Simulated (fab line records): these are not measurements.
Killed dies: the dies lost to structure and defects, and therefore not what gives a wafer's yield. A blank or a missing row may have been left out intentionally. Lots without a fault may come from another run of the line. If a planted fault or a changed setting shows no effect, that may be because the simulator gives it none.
A struck lot beside a sound one :: flow sky130 :: 14 out of 708 route steps
Sound: these wafers, L834.2, L834.4, L834.5. Wafers struck: L823.1, L823.3, L823.5. The cause is given at the end.
Per side, at each step with rows, come the tool, then ch with its chambers, and then its first start. Under that, the readings that differ: sound wafers :: struck wafers :: difference of the means :: sigmas: that difference in standard deviations of wafers without a fault.
alike: same words and numbers on both sides, and readings whose means sit less than 2 such deviations apart. not compared: any withheld reading, any reading some wafer has no value for, any bound like >300 that may hide the same value, and any number with overlapping values for which the record gives no deviation.
The two part at a step that has a row with sigmas, a row that says differs or no value, or rows on one side only. When numbers do not overlap yet have no deviation, they are printed without sigmas and do not part them. A reading missing from all wafers of one side parts the sides only when that side holds two or more wafers.

first, 3 steps without rows for these wafers: SKY_METAL1_CLEAN_22 (cleans in IPA, time 180 s); SKY_METAL1_CLEAN_23 (cleans in O3/DIW); SKY_VIA1_HDPCVD_00 (deposits SiO2, target thk 1030 nm, time 171.7 s).
SKY_VIA1_THK_MEAS_01:
  sound on film_metro-02, day 37 21:44; struck on film_metro-03, day 34 22:37
  alike: VIA1_HDPCVD_THK
SKY_VIA1_CMP_02: polishes SiO2.
  sound on cmp-01 ch 0,1, day 37 21:47; struck on cmp-02 ch 1,2, day 34 22:40
  alike: edge_zone_pressure_frac, motor_current_A
SKY_VIA1_BOW_MEAS_03:
  sound on film_metro-02, day 37 22:06; struck on film_metro-02, day 34 22:58
  alike: VIA1_BOW
then, 6 steps without rows for these wafers: SKY_VIA1_DEHYDRATE_04 (time 60 s); SKY_VIA1_HMDS_05 (prime time 60 s); SKY_VIA1_COAT_06 (resist thk 60 nm); SKY_VIA1_COAT_07 (resist thk 450 nm); SKY_VIA1_SOFTBAKE_08 (time 90 s); SKY_VIA1_EXPOSE_09 (exposes mask VIM, target cd 150 nm).
SKY_VIA1_PEB_10:
  struck on litho_track-03, day 36 01:00; sound on litho_track-04 ch 0, day 38 23:00
reading: exhaust_pa (Pa)
sound: 44.0 44.0 45.1
struck: - - -
difference: no value on the struck wafers
sigmas: 
  not compared: chill_plate_temp_C, resist_line_temp_C
then, 1 step without rows for these wafers: SKY_VIA1_DEVELOP_11 (develop time 60 s).

WHERE THEY PART
SKY_VIA1_PEB_10 only, going by this record.

WHY: what had been put in by the simulator
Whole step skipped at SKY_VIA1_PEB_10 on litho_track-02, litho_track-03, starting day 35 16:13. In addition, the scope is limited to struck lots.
